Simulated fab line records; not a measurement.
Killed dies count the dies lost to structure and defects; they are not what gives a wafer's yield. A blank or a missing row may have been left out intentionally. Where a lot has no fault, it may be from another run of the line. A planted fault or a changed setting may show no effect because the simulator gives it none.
Which of the tools did it?    flow sky130    14 lots, 42 wafers sampled, at 3 steps of a route of 708

## WHAT THE GAUGES READ, wafer by wafer
SKY_VIA3_OVL_MEAS_13.
lot   measured      on          VIA3_OVL (nm)
L826  day 39 01:55  overlay-01  -14 -8 -1
L827  day 39 15:16  overlay-01  -10 -11 -3
L829  day 40 04:07  overlay-02  -3 -11 0
L830  day 40 22:13  overlay-02  -2 1 6
L835  day 42 19:55  overlay-01  -7 -2 -9
L836  day 42 20:52  overlay-02  -3 -3 3
L837  day 42 23:55  overlay-01  -5 -1 -1
L838  day 43 12:37  overlay-01  -2 4 -1
L840  day 44 11:16  overlay-02  4 7 2
L841  day 44 16:13  overlay-01  - - -
L842  day 44 17:19  overlay-01  - - -
L847  day 46 01:01  overlay-01  -8 -3 -8
L848  day 46 01:29  overlay-01  -12 -6 -1
L849  day 46 11:03  overlay-02  0 -3 -5

## WHAT TOOL EACH LOT RAN ON (gives the tool, then ch and the chambers of the sampled wafers, and finally the start)
lot   SKY_METAL3_ETCH_17                 SKY_VIA3_DEVELOP_11
L826  rieDiel-04 ch 1,2,3, day 37 22:46  lithoTrack-02 ch 0, day 39 01:00
L827  rieDiel-04 ch 2,3, day 38 12:37    lithoTrack-03 ch 0, day 39 15:00
L829  rieDiel-04 ch 1,3, day 39 01:58    lithoTrack-04 ch 0, day 40 03:00
L830  rieDiel-03 ch 0,2,3, day 39 19:35  lithoTrack-04 ch 0, day 40 21:00
L835  rieDiel-04 ch 0,1,2, day 41 19:34  lithoTrack-02 ch 0, day 42 19:00
L836  rieDiel-03 ch 1,2, day 41 20:46    lithoTrack-02 ch 0, day 42 20:00
L837  rieDiel-02 ch 0,1,3, day 41 23:16  lithoTrack-04 ch 0, day 42 23:00
L838  rieDiel-03 ch 0,1,2, day 42 13:01  lithoTrack-02 ch 0, day 43 12:00
L840  rieDiel-03 ch 0,3, day 43 11:46    lithoTrack-04 ch 0, day 44 11:00
L841  rieDiel-04 ch 1,2,3, day 43 16:29  lithoTrack-03, day 44 15:00
L842  rieDiel-02 ch 2,3, day 43 17:37    lithoTrack-04, day 44 17:00
L847  rieDiel-03 ch 1,3, day 45 01:58    lithoTrack-04 ch 0, day 46 00:00
L848  rieDiel-04 ch 0,1,3, day 45 02:49  lithoTrack-03 ch 0, day 46 01:00
L849  rieDiel-02 ch 0,2, day 45 12:50    lithoTrack-02 ch 0, day 46 10:00
- SKY_METAL3_ETCH_17: etches SiO2 in C4F8/O2/Ar, stops on TiN, time 3.9 s, target depth 15 nm.
- SKY_VIA3_DEVELOP_11: develop time 60 s.

## AS READ BY THE TOOLS THEMSELVES (means over the sampled wafers that have a number; for cases with no such wafer, the mark the record gives instead)
SKY_METAL3_ETCH_17.
lot   tool        oesProductAu (a.u.)
L826  rieDiel-04  0.758
L827  rieDiel-04  0.758
L829  rieDiel-04  0.745
L830  rieDiel-03  0.755
L835  rieDiel-04  0.753
L836  rieDiel-03  0.761
L837  rieDiel-02  0.757
L838  rieDiel-03  0.752
L840  rieDiel-03  0.756
L841  rieDiel-04  0.754
L842  rieDiel-02  0.758
L847  rieDiel-03  0.759
L848  rieDiel-04  0.756
L849  rieDiel-02  0.747

SKY_VIA3_DEVELOP_11.
lot   tool           chillPlateTempC (C)
L826  lithoTrack-02  22.87
L827  lithoTrack-03  22.98
L829  lithoTrack-04  23.05
L830  lithoTrack-04  23.10
L835  lithoTrack-02  22.99
L836  lithoTrack-02  22.88
L837  lithoTrack-04  23.01
L838  lithoTrack-02  22.94
L840  lithoTrack-04  23.16
L841  lithoTrack-03  -
L842  lithoTrack-04  -
L847  lithoTrack-04  23.00
L848  lithoTrack-03  22.95
L849  lithoTrack-02  23.09

## THE ANSWER, worked out from the rows above alone
Rule: what is usual is taken from the lots themselves. Put in order of their means at a reading, lots are off if they are a third of the lots or fewer, leave a main group of 4 or more, and stand apart from it by a gap of 3 or more times the standard deviation of the main group's means; of several such gaps the widest counts. The tables above print the reading to a certain number of digits; a main group whose means all agree to those digits is not used. Also off: a lot with no number at a reading for which 4 or more lots have one. All remaining lots with rows at the step are treated as sound. The gauges are gone through in route order, then the tools' own readings, and for those a lot's mean is taken as printed above. The first step at which some lot is off is used, and at that step the reading that is off furthest; a lot without a number counts as furthest.
Off: L841, L842, seen at SKY_VIA3_OVL_MEAS_13 (VIA3_OVL). Without a number there: L841, L842. The main group has a mean of -3 nm with a standard deviation of 3.8.
If a tool, at a process step before that reading, ran all the lots that are off and no sound lot after the first of them, it fits. Not tried: the gauges at SKY_VIA3_OVL_MEAS_13; whatever is off there is also off at SKY_VIA3_DEVELOP_11, on other tools, and gauge error can't account for it. No candidate that was tried fits.

## WHAT THE SIMULATOR PUT IN
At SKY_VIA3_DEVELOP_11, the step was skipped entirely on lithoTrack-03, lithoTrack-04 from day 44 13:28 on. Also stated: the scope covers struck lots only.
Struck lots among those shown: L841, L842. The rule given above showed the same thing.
